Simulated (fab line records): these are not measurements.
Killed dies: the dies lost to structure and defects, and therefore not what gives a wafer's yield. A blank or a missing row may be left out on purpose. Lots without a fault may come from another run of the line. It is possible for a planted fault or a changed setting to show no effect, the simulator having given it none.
What tool caused it? / flow gf180mcu / 6 lots with 17 wafers sampled at 2 steps, on a route of 602 steps

WHAT THE GAUGES READ, wafer by wafer
GF_VT_IMPLANT_RS_MEAS_48: the measuring method here is four-point-probe.
lot=L370; measured=day 7 18:21; on=filmMetro-04; LVPWELL_RS (ohm/sq)=1190 1195 1193
lot=L372; measured=day 8 07:37; on=filmMetro-01; LVPWELL_RS (ohm/sq)=1193 1193 1189
lot=L374; measured=day 8 22:01; on=filmMetro-01; LVPWELL_RS (ohm/sq)=1198 1197 1197
lot=L383; measured=day 11 12:29; on=filmMetro-04; LVPWELL_RS (ohm/sq)=1196 1124
lot=L388; measured=day 12 23:34; on=filmMetro-02; LVPWELL_RS (ohm/sq)=1198 1197 1198
lot=L392; measured=day 13 21:44; on=filmMetro-04; LVPWELL_RS (ohm/sq)=1194 1197 1195

WHAT TOOL EACH LOT RAN ON (gives the tool, then ch and the chambers of the sampled wafers, and finally the start)
lot=L370; GF_LVPWELL_IMPLANT_08=implanter-01 ch 0, day 4 01:35
lot=L372; GF_LVPWELL_IMPLANT_08=implanter-02 ch 0, day 4 13:50
lot=L374; GF_LVPWELL_IMPLANT_08=implanter-02 ch 0, day 5 01:16
lot=L383; GF_LVPWELL_IMPLANT_08=implanter-02 ch 0, day 7 06:26
lot=L388; GF_LVPWELL_IMPLANT_08=implanter-01 ch 0, day 8 10:27
lot=L392; GF_LVPWELL_IMPLANT_08=implanter-01 ch 0, day 9 04:44
- GF_LVPWELL_IMPLANT_08

THE ANSWER, worked out from the rows above alone
Rule: usual is defined by the lots themselves. Put in order of their means at a reading, lots are off if they are a third of the lots or fewer, leave a main group of 4 or more, and stand apart from it by a gap of 3 or more times the standard deviation of the main group's means; of several such gaps the widest counts. The tables above print the reading to a certain number of digits; a main group whose means all agree to those digits is not used. Also off: a lot with no number at a reading for which 4 or more lots have one. All remaining lots with rows at the step are treated as sound.
Off: L383, seen at GF_VT_IMPLANT_RS_MEAS_48 (LVPWELL_RS). Mean 1195 ohm/sq and standard deviation 2.4 in the main group.
If a tool, at a process step before that reading, ran all the lots that are off and no sound lot after the first of them, it fits. The gauges at GF_VT_IMPLANT_RS_MEAS_48 are tried like those tools. One fits: GF_LVPWELL_IMPLANT_08 on implanter-02. Its last sound lot is L374 (day 5 01:16), its first lot that is off L383 (day 7 06:26): a fault that began between those two fits.

WHAT THE SIMULATOR PUT IN
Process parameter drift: implanter-02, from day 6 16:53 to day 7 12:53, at GF_LVPWELL_IMPLANT_08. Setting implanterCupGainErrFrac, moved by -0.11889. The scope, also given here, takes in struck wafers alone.
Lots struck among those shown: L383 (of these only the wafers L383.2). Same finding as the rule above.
